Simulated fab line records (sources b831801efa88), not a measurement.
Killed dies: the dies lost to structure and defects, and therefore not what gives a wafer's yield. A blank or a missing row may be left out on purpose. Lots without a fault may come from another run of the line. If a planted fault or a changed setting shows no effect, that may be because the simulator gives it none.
Which tool did it? :: flow sky130 :: 39 wafers from 13 lots sampled at 4 of the route's 708 steps

## WHAT EACH GAUGE READ, for each wafer
SKY_LI_CONTACT_THK_MEAS_01. Usual: LI_CONTACT_HDPCVD_THK typically reads 952 nm, with standard deviation 9.4.
lot: L721
measured: day 28 21:29
on: film_metro-03
LI_CONTACT_HDPCVD_THK (nm): 953 962 969
flag: 

lot: L723
measured: day 29 00:02
on: film_metro-04
LI_CONTACT_HDPCVD_THK (nm): 961 960 963
flag: 

lot: L724
measured: day 29 11:17
on: film_metro-03
LI_CONTACT_HDPCVD_THK (nm): 945 946 961
flag: 

lot: L726
measured: day 30 11:14
on: film_metro-03
LI_CONTACT_HDPCVD_THK (nm): 940 931 950
flag: 

lot: L727
measured: day 30 22:19
on: film_metro-02
LI_CONTACT_HDPCVD_THK (nm): 948 938 946
flag: 

lot: L728
measured: day 31 03:04
on: film_metro-04
LI_CONTACT_HDPCVD_THK (nm): 941 943 947
flag: 

lot: L729
measured: day 31 06:01
on: film_metro-04
LI_CONTACT_HDPCVD_THK (nm): 957 970 961
flag: 

lot: L730
measured: day 31 16:14
on: film_metro-04
LI_CONTACT_HDPCVD_THK (nm): 949 968 955
flag: 

lot: L731
measured: day 31 20:10
on: film_metro-02
LI_CONTACT_HDPCVD_THK (nm): 954 961 955
flag: 

lot: L738
measured: day 33 20:10
on: film_metro-02
LI_CONTACT_HDPCVD_THK (nm): 953 941 926
flag: 

lot: L739
measured: day 34 06:10
on: film_metro-02
LI_CONTACT_HDPCVD_THK (nm): 944 960 956
flag: 

lot: L741
measured: day 35 12:56
on: film_metro-02
LI_CONTACT_HDPCVD_THK (nm): 948 960 948
flag: 

lot: L743
measured: day 35 13:49
on: film_metro-03
LI_CONTACT_HDPCVD_THK (nm): 946 940 942
flag: 

SKY_LOCAL_INTERCONNECT_OVL_MEAS_12. Usual: LOCAL_INTERCONNECT_OVL typically reads -3 nm, with standard deviation 4.6.
lot: L721
measured: day 31 06:25
on: overlay-01
LOCAL_INTERCONNECT_OVL (nm): 1 4 0
flag: 

lot: L723
measured: day 31 09:12
on: overlay-01
LOCAL_INTERCONNECT_OVL (nm): 5 5 6
flag: 

lot: L724
measured: day 31 19:29
on: overlay-02
LOCAL_INTERCONNECT_OVL (nm): 4 -3 2
flag: 

lot: L726
measured: day 32 19:38
on: overlay-01
LOCAL_INTERCONNECT_OVL (nm): -1 0 -2
flag: 

lot: L727
measured: day 33 07:25
on: overlay-02
LOCAL_INTERCONNECT_OVL (nm): -10 -5 -10
flag: 

lot: L728
measured: day 33 12:09
on: overlay-02
LOCAL_INTERCONNECT_OVL (nm): 1 -4 -5
flag: 

lot: L729
measured: day 33 15:28
on: overlay-01
LOCAL_INTERCONNECT_OVL (nm): 2 7 3
flag: 

lot: L730
measured: day 34 00:55
on: overlay-02
LOCAL_INTERCONNECT_OVL (nm): -13 0 -7
flag: 

lot: L731
measured: day 34 04:13
on: overlay-02
LOCAL_INTERCONNECT_OVL (nm): -1 -6 4
flag: 

lot: L738
measured: day 36 03:39
on: overlay-02
LOCAL_INTERCONNECT_OVL (nm): 0 -10 -6
flag: 

lot: L739
measured: day 36 12:21
on: overlay-01
LOCAL_INTERCONNECT_OVL (nm): -5 -9 -1
flag: 

lot: L741
measured: day 37 17:57
on: overlay-01
LOCAL_INTERCONNECT_OVL (nm): -2 -5 -4
flag: 

lot: L743
measured: day 37 20:28
on: overlay-02
LOCAL_INTERCONNECT_OVL (nm): -6 -5 -6
flag: 

## WHICH TOOL RAN EACH LOT (tool, then ch and the chambers of the sampled wafers, then the start)
lot: L721
SKY_LI_CONTACT_CMP_24: cmp-02 ch 0,1,3, day 30 03:08
SKY_LOCAL_INTERCONNECT_SPUTTER_00: pvd_sputter-02, day 30 03:23

lot: L723
SKY_LI_CONTACT_CMP_24: cmp-02 ch 0,1, day 30 05:52
SKY_LOCAL_INTERCONNECT_SPUTTER_00: pvd_sputter-02, day 30 06:07

lot: L724
SKY_LI_CONTACT_CMP_24: cmp-02 ch 1,2,3, day 30 16:16
SKY_LOCAL_INTERCONNECT_SPUTTER_00: pvd_sputter-03, day 30 16:28

lot: L726
SKY_LI_CONTACT_CMP_24: cmp-02 ch 0,2, day 31 16:10
SKY_LOCAL_INTERCONNECT_SPUTTER_00: pvd_sputter-02, day 31 16:25

lot: L727
SKY_LI_CONTACT_CMP_24: cmp-01 ch 1,3, day 32 03:34
SKY_LOCAL_INTERCONNECT_SPUTTER_00: pvd_sputter-03, day 32 03:49

lot: L728
SKY_LI_CONTACT_CMP_24: cmp-01 ch 0,1,2, day 32 08:34
SKY_LOCAL_INTERCONNECT_SPUTTER_00: pvd_sputter-01, day 32 08:52

lot: L729
SKY_LI_CONTACT_CMP_24: cmp-01 ch 1,2,3, day 32 11:47
SKY_LOCAL_INTERCONNECT_SPUTTER_00: pvd_sputter-03, day 32 12:05

lot: L730
SKY_LI_CONTACT_CMP_24: cmp-01 ch 0,2, day 32 21:21
SKY_LOCAL_INTERCONNECT_SPUTTER_00: pvd_sputter-03, day 32 21:36

lot: L731
SKY_LI_CONTACT_CMP_24: cmp-01 ch 0,1, day 33 00:46
SKY_LOCAL_INTERCONNECT_SPUTTER_00: pvd_sputter-02, day 33 01:04

lot: L738
SKY_LI_CONTACT_CMP_24: cmp-01 ch 1,2,3, day 35 00:44
SKY_LOCAL_INTERCONNECT_SPUTTER_00: pvd_sputter-03, day 35 00:56

lot: L739
SKY_LI_CONTACT_CMP_24: cmp-01 ch 0,2,3, day 35 09:20
SKY_LOCAL_INTERCONNECT_SPUTTER_00: pvd_sputter-03, day 35 09:38

lot: L741
SKY_LI_CONTACT_CMP_24: cmp-02 ch 0,1,2, day 36 16:40
SKY_LOCAL_INTERCONNECT_SPUTTER_00: pvd_sputter-01, day 36 16:58

lot: L743
SKY_LI_CONTACT_CMP_24: cmp-01 ch 0,1, day 36 17:40
SKY_LOCAL_INTERCONNECT_SPUTTER_00: pvd_sputter-01, day 36 17:55
- SKY_LI_CONTACT_CMP_24: polishes, stops on PSG, t overpolish 20 s, target thk 0 nm.
- SKY_LOCAL_INTERCONNECT_SPUTTER_00: material TiN, target thk 100 nm, time 83.3 s.

## WHAT THE TOOLS THEMSELVES READ (means of the sampled wafers that have a number; where no wafer has one, the mark that the record gives instead)
SKY_LI_CONTACT_CMP_24. Usual: motor_current_A 10.5 A, standard deviation 0.76; overpolish_run_s 19.999 s, standard deviation 0.0085; platen_rpm 60.00 rpm, standard deviation 0.043; time_to_endpoint_s 95 s, standard deviation 7.1.
lot: L721
tool: cmp-02
motor_current_A (A): 11.0
overpolish_run_s (s): 20.004
platen_rpm (rpm): 59.98
time_to_endpoint_s (s): 98
flag: 

lot: L723
tool: cmp-02
motor_current_A (A): 11.5
overpolish_run_s (s): 19.991
platen_rpm (rpm): 60.03
time_to_endpoint_s (s): 97
flag: 

lot: L724
tool: cmp-02
motor_current_A (A): 10.0
overpolish_run_s (s): 19.999
platen_rpm (rpm): 60.02
time_to_endpoint_s (s): 106
flag: 

lot: L726
tool: cmp-02
motor_current_A (A): 10.2
overpolish_run_s (s): 19.993
platen_rpm (rpm): 59.99
time_to_endpoint_s (s): 93
flag: 

lot: L727
tool: cmp-01
motor_current_A (A): 11.1
overpolish_run_s (s): 19.999
platen_rpm (rpm): 59.99
time_to_endpoint_s (s): 93
flag: 

lot: L728
tool: cmp-01
motor_current_A (A): 10.4
overpolish_run_s (s): 20.003
platen_rpm (rpm): 59.99
time_to_endpoint_s (s): 89
flag: 

lot: L729
tool: cmp-01
motor_current_A (A): 10.3
overpolish_run_s (s): 19.999
platen_rpm (rpm): 59.99
time_to_endpoint_s (s): 89
flag: 

lot: L730
tool: cmp-01
motor_current_A (A): 10.4
overpolish_run_s (s): 20.006
platen_rpm (rpm): 60.01
time_to_endpoint_s (s): 84
flag: 

lot: L731
tool: cmp-01
motor_current_A (A): 11.2
overpolish_run_s (s): 19.995
platen_rpm (rpm): 60.06
time_to_endpoint_s (s): 89
flag: 

lot: L738
tool: cmp-01
motor_current_A (A): 10.0
overpolish_run_s (s): 19.997
platen_rpm (rpm): 60.02
time_to_endpoint_s (s): 94
flag: 

lot: L739
tool: cmp-01
motor_current_A (A): 10.4
overpolish_run_s (s): 20.000
platen_rpm (rpm): 59.96
time_to_endpoint_s (s): 91
flag: 

lot: L741
tool: cmp-02
motor_current_A (A): 10.4
overpolish_run_s (s): 20.002
platen_rpm (rpm): 60.02
time_to_endpoint_s (s): 100
flag: 

lot: L743
tool: cmp-01
motor_current_A (A): 11.1
overpolish_run_s (s): 19.994
platen_rpm (rpm): 60.00
time_to_endpoint_s (s): 98
flag: 

SKY_LOCAL_INTERCONNECT_SPUTTER_00. Usual: cathode_dc_power_W 6499.9 W, standard deviation 1.3; chamber_pressure_pa 0.3999 Pa, standard deviation 0.00086; susceptor_temp_C 299.98 C, standard deviation 0.19; throttle_valve_pct 30.3 %, standard deviation 1.3.
lot: L721
tool: pvd_sputter-02
cathode_dc_power_W (W): 6500.2
chamber_pressure_pa (Pa): 0.4001
susceptor_temp_C (C): 299.93
throttle_valve_pct (%): 31.7
flag: 

lot: L723
tool: pvd_sputter-02
cathode_dc_power_W (W): 6498.8
chamber_pressure_pa (Pa): 0.4002
susceptor_temp_C (C): 299.97
throttle_valve_pct (%): 30.0
flag: 

lot: L724
tool: pvd_sputter-03
cathode_dc_power_W (W): 6501.1
chamber_pressure_pa (Pa): 0.4002
susceptor_temp_C (C): 300.05
throttle_valve_pct (%): 30.0
flag: 

lot: L726
tool: pvd_sputter-02
cathode_dc_power_W (W): 6499.4
chamber_pressure_pa (Pa): 0.3995
susceptor_temp_C (C): 299.89
throttle_valve_pct (%): 30.2
flag: 

lot: L727
tool: pvd_sputter-03
cathode_dc_power_W (W): 6499.6
chamber_pressure_pa (Pa): 0.3990
susceptor_temp_C (C): 300.03
throttle_valve_pct (%): 30.8
flag: 

lot: L728
tool: pvd_sputter-01
cathode_dc_power_W (W): 6499.7
chamber_pressure_pa (Pa): 0.3995
susceptor_temp_C (C): 299.94
throttle_valve_pct (%): 29.6
flag: 

lot: L729
tool: pvd_sputter-03
cathode_dc_power_W (W): 6500.6
chamber_pressure_pa (Pa): 0.3999
susceptor_temp_C (C): 299.88
throttle_valve_pct (%): 29.9
flag: 

lot: L730
tool: pvd_sputter-03
cathode_dc_power_W (W): 6501.0
chamber_pressure_pa (Pa): 0.3999
susceptor_temp_C (C): 299.89
throttle_valve_pct (%): 30.2
flag: 

lot: L731
tool: pvd_sputter-02
cathode_dc_power_W (W): 6499.2
chamber_pressure_pa (Pa): 0.4002
susceptor_temp_C (C): 299.94
throttle_valve_pct (%): 31.2
flag: 

lot: L738
tool: pvd_sputter-03
cathode_dc_power_W (W): 6349.1
chamber_pressure_pa (Pa): 0.4001
susceptor_temp_C (C): 299.90
throttle_valve_pct (%): 30.0
flag: OFF

lot: L739
tool: pvd_sputter-03
cathode_dc_power_W (W): 6349.8
chamber_pressure_pa (Pa): 0.4010
susceptor_temp_C (C): 300.07
throttle_valve_pct (%): 29.7
flag: OFF

lot: L741
tool: pvd_sputter-01
cathode_dc_power_W (W): 6499.5
chamber_pressure_pa (Pa): 0.3999
susceptor_temp_C (C): 300.04
throttle_valve_pct (%): 30.4
flag: 

lot: L743
tool: pvd_sputter-01
cathode_dc_power_W (W): 6501.2
chamber_pressure_pa (Pa): 0.3998
susceptor_temp_C (C): 300.05
throttle_valve_pct (%): 30.0
flag: 

## THE ANSWER, worked out from the rows above alone
Rule: a lot is off if the mean of its wafers that have a number lies more than 3 standard deviations from the usual mean. A lot without any number at a reading at which 4 lots or more have one is off too. Where the step has rows for the other lots, those lots are counted as sound. The gauges are gone through in route order, then the tools' own readings, and for those a lot's mean is taken as printed above. The first step at which some lot is off is used, and at that step the reading that is off furthest; a lot without a number counts as furthest.
Off: L738, L739, at SKY_LOCAL_INTERCONNECT_SPUTTER_00 (cathode_dc_power_W).
If a tool, at that step or one of the process steps before it, ran each lot that is off and ran no sound lot following the first of them, it fits. One fits: SKY_LOCAL_INTERCONNECT_SPUTTER_00 on pvd_sputter-03. A fault onset in the window from L730 (day 32 21:36, its last sound lot) to L738 (day 35 00:56, its first lot off) fits.
The tool's own readings at SKY_LOCAL_INTERCONNECT_SPUTTER_00 bear it out: on the lots that are off they differ by more than 5 times the standard deviation of the sound lots' means. cathode_dc_power_W reads 6349.5 W there against 6500.0 W on the sound lots.

## WHAT THE SIMULATOR HAD INSERTED
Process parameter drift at SKY_LOCAL_INTERCONNECT_SPUTTER_00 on pvd_sputter-03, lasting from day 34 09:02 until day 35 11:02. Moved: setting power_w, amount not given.
Lots struck among those shown: L738, L739. The rule above reached the same finding.
